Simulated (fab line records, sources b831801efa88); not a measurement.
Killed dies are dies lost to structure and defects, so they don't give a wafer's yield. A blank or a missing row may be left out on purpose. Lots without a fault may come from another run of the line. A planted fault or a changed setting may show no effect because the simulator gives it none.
Problem report in the 8D (eight disciplines) form, filled by code | flow gf180mcu | the parts of the form that need people (team, actions taken, sign-off) are left out

1. THE PROBLEM
rf_fwd_power_W at GF_SAB_CVD_00 reads a mean of 514.1 W on 2 wafers of 2 lots; wafers without a fault read 587.1 W with a standard deviation of 2.3. That is -32 standard deviations from the usual mean.
The step: deposits SiO2 from TEOS, target thk 50 nm, time 4.9302 s.
First seen on wafer L604.4, day 16 05:41, on pecvd-02. The record holds 42 wafers of 14 lots with a number at this step. Rule for "out", or "out of limits": more than 4 standard deviations from the usual mean. The other wafers with a number count as sound.

2. WHAT IT IS AND WHAT IT IS NOT
question                    | is                | is not
which readings at this step | rf_fwd_power_W    | heater_power_w
which lots                  | L604, L606        | L599, L601, L602, L603, L605, L614, L616, L617, L618, L619, L620, L621
which wafers of those lots  | L604.4, L606.5    | L604.3, L604.5, L606.1, L606.3
read on which tools         | pecvd-02          | pecvd-01, pecvd-04
when                        | from day 16 05:41 | up to then (14 sound wafers); but 26 sound wafers of L605, L606, L614, L616, L617, L618, L619, L620, L621 came after

3. SUSPECTS, AND WHAT RULES EACH OUT
Counting: a tool at a process step up to the reading stays a suspect if it ran every lot that is out. Sound lots after the first of them don't rule it out here, since some wafers of a struck lot are sound.
- pecvd-02 at GF_SAB_CVD_00 (deposits SiO2 from TEOS, target thk 50 nm, time 4.9302 s): kept. It ran every lot that is out, first L604 (day 16 05:41); its last sound lot up to then is L603 (day 16 01:37). Its own readings are out on those wafers: rf_fwd_power_W.
- Within pecvd-02 at GF_SAB_CVD_00: the wafers that are out ran in chamber 0; their sound lot-mates ran in chambers 1, 2.
Left after counting: pecvd-02 at GF_SAB_CVD_00.

4. THE CAUSE (what the simulator had put in)
Process parameter drift: pecvd-02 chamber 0, from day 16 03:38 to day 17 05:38, at GF_SAB_CVD_00. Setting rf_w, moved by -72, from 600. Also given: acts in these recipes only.
Counting left only this tool.

5. THE CHAIN OF EFFECTS, in route order
Each row: a reading whose mean over the struck wafers that have a number lies more than 3 standard deviations from the usual. Only readings for which the record gives a usual standard deviation are gone through. hours: the time from each lot's start at the first step in this table that gives one to its start at this step, as a median over the lots. sigmas: the change in usual standard deviations.
hours | step          | reading        | usual   | on struck wafers | change | sigmas
0     | GF_SAB_CVD_00 | rf_fwd_power_W | 587.1 W | 514.1            | -73.0  | -32
The process steps in it:
- GF_SAB_CVD_00: deposits SiO2 from TEOS, target thk 50 nm, time 4.9302 s.
Later measuring or inspecting steps at which every struck wafer that the step has a row for has a number for every such reading, and none has moved that far: GF_SALICIDE_RS_MEAS_04.

6. WHAT WOULD HAVE CAUGHT IT SOONER
In this record the first reading out of limits was taken at day 16 05:41, 2 hours after the fault began at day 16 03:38.
